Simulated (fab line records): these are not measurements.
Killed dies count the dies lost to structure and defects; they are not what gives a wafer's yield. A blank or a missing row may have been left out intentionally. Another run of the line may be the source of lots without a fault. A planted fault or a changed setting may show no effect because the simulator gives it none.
Comparing a struck lot with a sound one || flow sky130 || 35 out of 708 route steps
Sound: the wafers L506.2, L506.4, L506.6. Struck: wafers L522.1, L522.4, L522.6. Last of all comes the cause.
At each step with rows: each side's tool, then ch and its chambers, then its first start. Under that, the readings that differ: sound wafers || struck wafers || difference of the means || sigmas: that difference in standard deviations of wafers without a fault.
alike: a reading whose means differ by less than 2 such deviations, as well as words and numbers matching on both sides. not compared: withheld readings; readings where some wafer has no value; bounds like >300 that might hide an equal value; numbers whose values overlap and for which the record gives no deviation.
The two part at a step that has a row with sigmas, a row that says differs or no value, or rows on one side only. Non-overlapping numbers with no deviation appear without sigmas and do not part them. A reading that every wafer of one side lacks parts them only if that side has two wafers or more.

SKY_SD_P_CD_MEAS_07 targets a cd of 380 nm.
  sound on cdSem-02, day 28 11:57; struck on cdSem-01, day 33 05:23
  alike: cdNm
SKY_SD_P_OVL_MEAS_08:
  sound on overlay-01, day 28 12:04; struck on overlay-02, day 33 05:30
  alike: SD_P_OVL
next, for these wafers, 1 step has no rows: SKY_SD_P_IMPLANT_09.
SKY_SD_P_STRIP_10: strips in O2/N2.
  sound on plasmaAsher-04 ch 1, day 28 12:14; struck on plasmaAsher-01 ch 0,1, day 33 05:41
{"reading": "o2FlowSccm (sccm)", "sound": "2981 2988 2989", "struck": "3013 3012 2998", "difference": "+22", "sigmas": "+2"}
{"reading": "stripTimeToEndpointS (s)", "sound": "17.42 17.47 17.41", "struck": "17.54 17.49 17.49", "difference": "+0.07", "sigmas": "+2"}
  alike: drypumpMotorCurrentA, oesProductAu
  not compared: rfHoursCounterH
SKY_SD_P_TW_MEAS_11:
  sound on filmMetro-03, day 28 12:21; struck on filmMetro-03, day 33 05:47
  alike: SD_P_TW
then, 7 steps without rows for these wafers: SKY_RES_XHIGH_DEHYDRATE_00 (time 60 s); SKY_RES_XHIGH_HMDS_01 (prime time 60 s); SKY_RES_XHIGH_COAT_02 (resist thk 1140 nm); SKY_RES_XHIGH_SOFTBAKE_03 (time 60 s); SKY_RES_XHIGH_EXPOSE_04 (exposes mask URPM, target cd 1270 nm); SKY_RES_XHIGH_PEB_05; SKY_RES_XHIGH_DEVELOP_06 (develop time 60 s).
SKY_RES_XHIGH_IMPLANT_07:
  sound on implanter-01 ch 0, day 29 16:25; struck on implanter-01 ch 0, day 34 08:47
{"reading": "doseIonsCm2", "sound": "3.607e+14 3.596e+14 3.602e+14", "struck": "3.472e+14 3.469e+14 3.467e+14", "difference": -1.323e+13, "sigmas": -29}
SKY_RES_XHIGH_STRIP_08: strips in O2/N2.
  sound on plasmaAsher-04 ch 0, day 29 16:33; struck on plasmaAsher-02 ch 0,1, day 34 08:56
{"reading": "drypumpMotorCurrentA (A)", "sound": "5.1 5.2 5.1", "struck": "6.1 6.5 6.1", "difference": "+1.1", "sigmas": "+2"}
{"reading": "stripTimeToEndpointS (s)", "sound": "14.34 14.36 14.34", "struck": "14.22 14.25 14.24", "difference": -0.11, "sigmas": -3}
  alike: o2FlowSccm, oesProductAu
  not compared: rfHoursCounterH
SKY_RES_XHIGH_TW_MEAS_09:
  sound on filmMetro-01, day 29 16:40; struck on filmMetro-01, day 34 09:02
{"reading": "RES_XHIGH_TW", "sound": "1651 1641 1662", "struck": "1624 1620 1627", "difference": -28, "sigmas": -3}
then, 7 steps without rows for these wafers: SKY_SD_N_DEHYDRATE_00 (time 60 s); SKY_SD_N_HMDS_01 (prime time 60 s); SKY_SD_N_COAT_02 (resist thk 1140 nm); SKY_SD_N_SOFTBAKE_03 (time 60 s); SKY_SD_N_EXPOSE_04 (exposes mask NSDM, target cd 380 nm); SKY_SD_N_PEB_05; SKY_SD_N_DEVELOP_06 (develop time 57.3 s).
SKY_SD_N_CD_MEAS_07 targets a cd of 380 nm.
  sound on cdSem-02, day 30 19:42; struck on cdSem-01, day 35 11:08
  alike: cdNm
SKY_SD_N_OVL_MEAS_08:
  sound on overlay-02, day 30 19:49; struck on overlay-01, day 35 11:15
  alike: SD_N_OVL
then, 2 steps without rows for these wafers: SKY_SD_N_IMPLANT_09; SKY_SD_N_IMPLANT_10.
SKY_SD_N_STRIP_11: strips in O2/N2.
  sound on plasmaAsher-04 ch 0, day 30 20:08; struck on plasmaAsher-02 ch 0,1, day 35 11:36
{"reading": "drypumpMotorCurrentA (A)", "sound": "5.2 5.1 5.1", "struck": "6.0 6.0 6.5", "difference": "+1.0", "sigmas": "+2"}
  alike: o2FlowSccm, oesProductAu, stripTimeToEndpointS
  not compared: rfHoursCounterH
SKY_SD_N_TW_MEAS_12:
  sound on filmMetro-01, day 30 20:15; struck on filmMetro-02, day 35 11:42
  alike: SD_N_TW
then, 1 step without rows for these wafers: SKY_SD_N_CLEAN_13 (cleans in SC1/SC2, time 150 s).
SKY_SD_N_RTA_14: time 2 s.
  sound on rtpAnneal-02 ch 0, day 30 20:21; struck on rtpAnneal-02 ch 0, day 35 11:49
  alike: lampPowerPct, wafer_temp_C_max
SKY_SD_N_RS_MEAS_16: measurement is done with a four-point probe.
  sound on filmMetro-03, day 30 20:32; struck on filmMetro-03, day 35 11:59
  alike: SD_N_RS
SKY_SD_N_RS_MEAS_17: measurement is done with a four-point probe.
  sound on filmMetro-03, day 30 20:40; struck on filmMetro-03, day 35 12:07
  alike: SD_P_RS
SKY_SD_N_RS_MEAS_18: measurement is done with a four-point probe.
  sound on filmMetro-03, day 30 20:47; struck on filmMetro-03, day 35 12:14
{"reading": "RES_XHIGH_RS (ohm/sq)", "sound": "333.4 333.2 332.1", "struck": "344.5 346.0 343.0", "difference": "+11.6", "sigmas": "+10"}
then, 1 step without rows for these wafers: SKY_SALICIDE_CLEAN_00 (cleans in HF-last, time 30 s).
-- the record jumps here: 16 days lie between the struck wafers' starts before and after (it left off in module SALICIDE and takes up again in module PAD_OPEN, whose first step shown is number 708 of the route) --
SKY_PAD_OPEN_PROBE_99:
  sound on prober-01, day 48 00:55; struck on prober-01, day 51 02:44
{"reading": "model.etest.resXhighPo.lineOhmUm", "sound": "5600 5464 5737", "struck": "5916 5910 6066", "difference": "+364", "sigmas": ""}
{"reading": "model.etest.resXhighPo.rsOhmSq", "sound": "1955 1913 1964", "struck": "2078 2100 2093", "difference": "+146", "sigmas": ""}
  alike: killed_at_M0_to_M3, killed_at_M4_up, killedAtContacts, killedAtFrontEnd, killedAtOther, killedDies, killedOpen, killedShort

== WHERE THEY PART ==
At SKY_SD_P_STRIP_10 first; at SKY_SD_N_RS_MEAS_18 last (within this record only). Later steps at which nothing parts them and some readings are alike: SKY_PAD_OPEN_PROBE_99.

WHY: whatever the simulator had introduced
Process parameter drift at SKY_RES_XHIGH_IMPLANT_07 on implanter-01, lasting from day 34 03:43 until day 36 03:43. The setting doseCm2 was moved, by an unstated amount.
